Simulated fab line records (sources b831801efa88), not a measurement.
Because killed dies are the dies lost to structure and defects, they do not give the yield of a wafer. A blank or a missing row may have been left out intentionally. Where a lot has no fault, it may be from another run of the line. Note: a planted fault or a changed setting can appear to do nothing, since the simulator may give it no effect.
The tool behind it: which one? ; flow gf180mcu ; 14 lots, 42 wafers sampled, at 5 steps of a route of 602

## WHAT EACH GAUGE READ, for each wafer
GF_DUAL_GATE_THK_MEAS_03. Usual: DUAL_GATE_OXIDATION_00_THK typically reads 10.94 nm, with standard deviation 0.21.
lot;measured;on;DUAL_GATE_OXIDATION_00_THK (nm);flag
L337;day 7 22:24;filmMetro-02;11.06 10.98 11.05;
L338;day 8 07:22;filmMetro-01;11.23 11.35 11.28;
L339;day 8 12:40;filmMetro-02;10.73 10.58 10.48;
L344;day 9 20:58;filmMetro-02;10.71 10.93 10.91;
L345;day 10 05:13;filmMetro-03;10.89 10.83 10.96;
L346;day 10 15:59;filmMetro-02;10.97 11.03 10.99;
L349;day 11 09:26;filmMetro-02;10.94 10.92 10.81;
L352;day 12 07:27;filmMetro-03;12.43 12.62 12.54;OFF
L353;day 12 15:24;filmMetro-03;12.68 12.53 12.52;OFF
L354;day 12 19:34;filmMetro-01;12.77 12.80 12.81;OFF
L355;day 13 01:36;filmMetro-02;10.75 10.89 10.89;
L356;day 13 09:04;filmMetro-03;10.84 10.91 10.77;
L357;day 13 18:29;filmMetro-03;10.96 10.82 10.91;
L359;day 14 08:07;filmMetro-03;10.55 10.75 10.47;

GF_V2_OVL_MEAS_15. Usual: V2_OVL typically reads -1 nm, with standard deviation 5.4.
lot;measured;on;V2_OVL (nm);flag
L337;day 20 12:59;overlay-02;8 4 1;
L338;day 20 23:59;overlay-01;12 4 1;
L339;day 21 08:09;overlay-02;-5 -6 -10;
L344;day 23 07:14;overlay-01;5 3 1;
L345;day 23 22:49;overlay-01;5 2 1;
L346;day 24 07:40;overlay-02;8 5 4;
L349;day 25 08:48;overlay-01;0 7 -2;
L352;day 26 09:57;overlay-01;7 6 1;
L353;day 26 15:54;overlay-01;2 -5 -4;
L354;day 26 19:44;overlay-01;-1 -5 5;
L355;day 27 07:18;overlay-02;-11 -10 -12;
L356;day 27 03:22;overlay-01;-7 -6 3;
L357;day 27 14:32;overlay-02;3 -6 6;
L359;day 28 02:29;overlay-01;-2 9 -4;

## EACH LOT AND THE TOOL THAT RAN IT (in order: tool; ch and the chambers of the sampled wafers; start)
lot;GF_DUAL_GATE_OXIDATION_02;GF_M2_SPUTTER_04;GF_V2_CVD_02
L337;furnace-01 ch 0, day 7 20:56;pvdSputter-03, day 18 10:45;pecvd-01 ch 1,2, day 19 11:55
L338;furnace-01 ch 0, day 8 05:56;pvdSputter-03, day 18 22:10;pecvd-01 ch 0,1,2, day 19 23:13
L339;furnace-02 ch 0, day 8 11:11;pvdSputter-04, day 19 07:07;pecvd-04 ch 0,1,2, day 20 07:49
L344;furnace-02 ch 0, day 9 19:31;pvdSputter-01, day 21 07:54;pecvd-01 ch 0,2, day 22 07:50
L345;furnace-01 ch 0, day 10 03:46;pvdSputter-01, day 21 22:20;pecvd-01 ch 0,1,2, day 22 23:12
L346;furnace-01 ch 0, day 10 14:31;pvdSputter-01, day 22 08:11;pecvd-04 ch 0,1,2, day 23 08:44
L349;furnace-02 ch 0, day 11 08:00;pvdSputter-01, day 23 12:02;pecvd-04 ch 0,1, day 24 10:59
L352;furnace-01 ch 0, day 12 05:59;pvdSputter-03, day 24 14:13;pecvd-02 ch 0,2, day 25 12:31
L353;furnace-01 ch 0, day 12 13:55;pvdSputter-03, day 24 18:58;pecvd-02 ch 0,1,2, day 25 17:32
L354;furnace-01 ch 0, day 12 18:06;pvdSputter-03, day 25 00:19;pecvd-02 ch 1,2, day 25 22:11
L355;furnace-02 ch 0, day 13 00:09;pvdSputter-03, day 25 13:20;pecvd-02 ch 0,2, day 26 10:58
L356;furnace-02 ch 0, day 13 07:37;pvdSputter-04, day 25 07:53;pecvd-02 ch 0,2, day 26 06:13
L357;furnace-02 ch 0, day 13 17:02;pvdSputter-01, day 25 19:02;pecvd-01 ch 0,1, day 26 17:50
L359;furnace-02 ch 0, day 14 06:40;pvdSputter-04, day 26 09:04;pecvd-01 ch 0,1, day 27 06:02
- GF_DUAL_GATE_OXIDATION_02: stabilise 600 s, purge 300 s, target thk 10.887 nm.
- GF_M2_SPUTTER_04: material TiN, target thk 50 nm, time 41.7 s.
- GF_V2_CVD_02: deposits SiO2 from TEOS, target thk 850 nm, time 94.851 s.

## WHAT THE TOOLS THEMSELVES READ (means of the sampled wafers that have a number; where no wafer has one, the mark that the record gives instead)
GF_DUAL_GATE_OXIDATION_02. Usual: spikeTcCentreC 899.8 C, standard deviation 1.3; spikeTcLowerC 900.9 C, standard deviation 0.98.
lot;tool;spikeTcCentreC (C);spikeTcLowerC (C);flag
L337;furnace-01;900.1;901.0;
L338;furnace-01;901.2;900.8;
L339;furnace-02;899.3;900.5;
L344;furnace-02;898.1;900.5;
L345;furnace-01;900.1;901.4;
L346;furnace-01;900.4;901.2;
L349;furnace-02;898.5;900.9;
L352;furnace-01;901.4;900.2;
L353;furnace-01;900.5;901.3;
L354;furnace-01;901.1;900.9;
L355;furnace-02;898.9;900.3;
L356;furnace-02;899.2;900.7;
L357;furnace-02;899.2;900.8;
L359;furnace-02;899.0;901.7;

GF_M2_SPUTTER_04. Usual: throttleValvePct reads 30.8 % (standard deviation 0.97).
lot;tool;throttleValvePct (%);flag
L337;pvdSputter-03;30.1;
L338;pvdSputter-03;29.2;
L339;pvdSputter-04;30.8;
L344;pvdSputter-01;31.1;
L345;pvdSputter-01;31.8;
L346;pvdSputter-01;31.4;
L349;pvdSputter-01;31.2;
L352;pvdSputter-03;31.2;
L353;pvdSputter-03;30.7;
L354;pvdSputter-03;30.7;
L355;pvdSputter-03;30.3;
L356;pvdSputter-04;31.1;
L357;pvdSputter-01;32.0;
L359;pvdSputter-04;30.9;

GF_V2_CVD_02. Usual: heaterPowerW reads 637 W (standard deviation 79).
lot;tool;heaterPowerW (W);flag
L337;pecvd-01;713;
L338;pecvd-01;619;
L339;pecvd-04;630;
L344;pecvd-01;580;
L345;pecvd-01;636;
L346;pecvd-04;653;
L349;pecvd-04;686;
L352;pecvd-02;583;
L353;pecvd-02;620;
L354;pecvd-02;628;
L355;pecvd-02;621;
L356;pecvd-02;594;
L357;pecvd-01;753;
L359;pecvd-01;678;

## THE ANSWER, worked out from the rows above alone
Rule: take the mean of a lot's wafers that have a number; if it is more than 3 standard deviations from the usual mean, the lot is off. A lot without any number at a reading at which 4 lots or more have one is off too. The other lots that the step has rows for count as sound. Order of review: gauges by route order, followed by the tools' own readings, for which a lot's mean as printed above is used. The first step at which some lot is off is used, and at that step the reading that is off furthest; a lot without a number counts as furthest.
Off: L352, L353, L354, seen at GF_DUAL_GATE_THK_MEAS_03 (DUAL_GATE_OXIDATION_00_THK).
A tool fits if, at a process step before that reading, it ran every lot that is off, and no sound lot after the first of them. Those tools and the gauges at GF_DUAL_GATE_THK_MEAS_03 are tried in the same way. One candidate fits, namely furnace-01 at GF_DUAL_GATE_OXIDATION_02. A fault onset in the window from L346 (day 10 14:31, its last sound lot) to L352 (day 12 05:59, its first lot off) fits.

## WHAT THE SIMULATOR HAD PUT IN
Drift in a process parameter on furnace-01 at GF_DUAL_GATE_OXIDATION_02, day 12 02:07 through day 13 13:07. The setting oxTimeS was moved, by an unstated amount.
Struck lots among those shown: L352, L353, L354. The rule above reached the same finding.
